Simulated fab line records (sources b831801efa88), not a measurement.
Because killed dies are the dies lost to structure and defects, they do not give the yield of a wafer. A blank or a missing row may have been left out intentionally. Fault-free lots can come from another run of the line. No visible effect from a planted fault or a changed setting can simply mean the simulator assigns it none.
A lot that was struck, set against a sound lot	flow gf180mcu	14 steps out of a route of 602
Sound: these wafers, L402.1, L402.2, L402.3. The struck wafers were L394.1, L394.2, L394.6. Last of all comes the cause.
Per side, at each step with rows, come the tool, then ch with its chambers, and then its first start. Under that, the readings that differ: sound wafers	struck wafers	difference of the means	sigmas: that difference in standard deviations of wafers without a fault.
alike: a reading whose means differ by less than 2 such deviations, as well as words and numbers matching on both sides. not compared: withheld readings; readings where some wafer has no value; bounds like >300 that might hide an equal value; numbers whose values overlap and for which the record gives no deviation.
A row with sigmas, a row that says differs or no value, or rows on one side alone: a step with any of these is where the two part. Numbers that don't overlap but have no deviation are shown without sigmas and don't part them. A reading that every wafer of one side lacks parts them only if that side has two wafers or more.

GF_VT_IMPLANT_RS_MEAS_47: measures by four-point-probe.
  sound on film_metro-04, day 11 07:16; struck on film_metro-01, day 8 21:17
reading	sound	struck	difference	sigmas
NWELL_RS (ohm/sq)	490.5 490.0 490.6	486.6 486.8 487.1	-3.5	-3
GF_VT_IMPLANT_RS_MEAS_48: measures by four-point-probe.
  sound on film_metro-04, day 11 07:23; struck on film_metro-01, day 8 21:24
  alike: LVPWELL_RS
GF_VT_IMPLANT_RS_MEAS_49: measures by four-point-probe.
  sound on film_metro-04, day 11 07:31; struck on film_metro-01, day 8 21:31
  alike: MVPSD_RS
then, 4 steps without rows for these wafers: GF_VT_IMPLANT_WET_ETCH_50 (etches SiO2 in dHF, target depth 20 nm, time 400 s); GF_DUAL_GATE_CLEAN_00 (cleans in SC1/SC2, time 150 s); GF_DUAL_GATE_CLEAN_01 (cleans in dHF, time 20 s); GF_DUAL_GATE_OXIDATION_02 (stabilise 600 s, purge 300 s, target thk 10.887 nm).
GF_DUAL_GATE_THK_MEAS_03:
  sound on film_metro-03, day 11 09:16; struck on film_metro-02, day 8 23:16
  alike: DUAL_GATE_OXIDATION_00_THK
then, 4 steps without rows for these wafers: GF_DUAL_GATE_DEHYDRATE_04 (time 60 s); GF_DUAL_GATE_HMDS_05 (prime time 60 s); GF_DUAL_GATE_COAT_06 (resist thk 1000 nm); GF_DUAL_GATE_SOFTBAKE_07 (time 60 s).
GF_DUAL_GATE_EXPOSE_08: exposes mask Dualgate, target cd 700 nm.
  struck on iline_stepper-01, day 9 07:42; sound on iline_stepper-01 ch 0, day 11 18:39
  no value came back on the struck wafers for exposure_dose_mJ_cm2, focus_offset_nm (nm); on the sound wafers exposure_dose_mJ_cm2 reads 140.13 139.95 139.95
  alike: mask
after that, 1 step had no rows for these wafers: GF_DUAL_GATE_PEB_09.

WHERE THEY PART
Last at GF_DUAL_GATE_EXPOSE_08 as far as this record goes, first at GF_VT_IMPLANT_RS_MEAS_47.

WHY: whatever the simulator had introduced
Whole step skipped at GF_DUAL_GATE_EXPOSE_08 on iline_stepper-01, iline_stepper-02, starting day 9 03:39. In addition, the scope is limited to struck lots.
